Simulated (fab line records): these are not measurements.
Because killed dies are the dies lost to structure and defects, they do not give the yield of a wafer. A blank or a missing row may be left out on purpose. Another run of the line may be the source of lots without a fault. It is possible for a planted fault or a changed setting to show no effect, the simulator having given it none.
What tool caused it?    flow sky130    10 lots (30 wafers sampled), 1 step of a 708-step route

WHAT EACH GAUGE READ, for each wafer
SKY_VIA3_OVL_MEAS_13.
lot   measured      on          VIA3_OVL (nm)
L971  day 39 17:09  overlay-01  5 -1 -3
L974  day 40 14:33  overlay-02  -5 -8 -1
L978  day 42 15:52  overlay-02  1 -4 -5
L977  day 42 17:54  overlay-01  -2 1 6
L983  day 43 07:18  overlay-01  -5 -8 -3
L984  day 43 14:16  overlay-02  -5 1 5
L989  day 44 21:07  overlay-01  1 2 -1
L990  day 45 04:38  overlay-02  4 7 -6
L991  day 45 07:19  overlay-02  11 5 2
L993  day 45 20:58  overlay-01  5 -5 10

EACH LOT AND THE TOOL THAT RAN IT (in order: tool; ch and the chambers of the sampled wafers; start)
There is no process step in the record ahead of these readings.

WHAT THE TOOLS THEMSELVES READ (means of the sampled wafers that have a number; where no wafer has one, the mark that the record gives instead)
The record holds no such reading with a usual standard deviation.

THE ANSWER, worked out from the rows above alone
Rule: usual is defined by the lots themselves. The widest of any qualifying gaps counts: lots, ordered by their means at a reading, are off when they make up no more than a third of the lots, leave a main group of 4 or more, and stand apart from it by 3 or more times the standard deviation of that group's means. Not used: any main group whose means are identical at the precision the tables above print for the reading. Also off: a lot with no number at a reading for which 4 or more lots have one. All remaining lots with rows at the step are treated as sound. The gauges are gone through in route order, then the tools' own readings, and for those a lot's mean is taken as printed above. At the first step where some lot is off, the reading lying furthest off is the one used; lots without a number count as furthest.
None of the lots is off at any reading shown; this tells nothing.

WHAT THE SIMULATOR HAD PUT IN
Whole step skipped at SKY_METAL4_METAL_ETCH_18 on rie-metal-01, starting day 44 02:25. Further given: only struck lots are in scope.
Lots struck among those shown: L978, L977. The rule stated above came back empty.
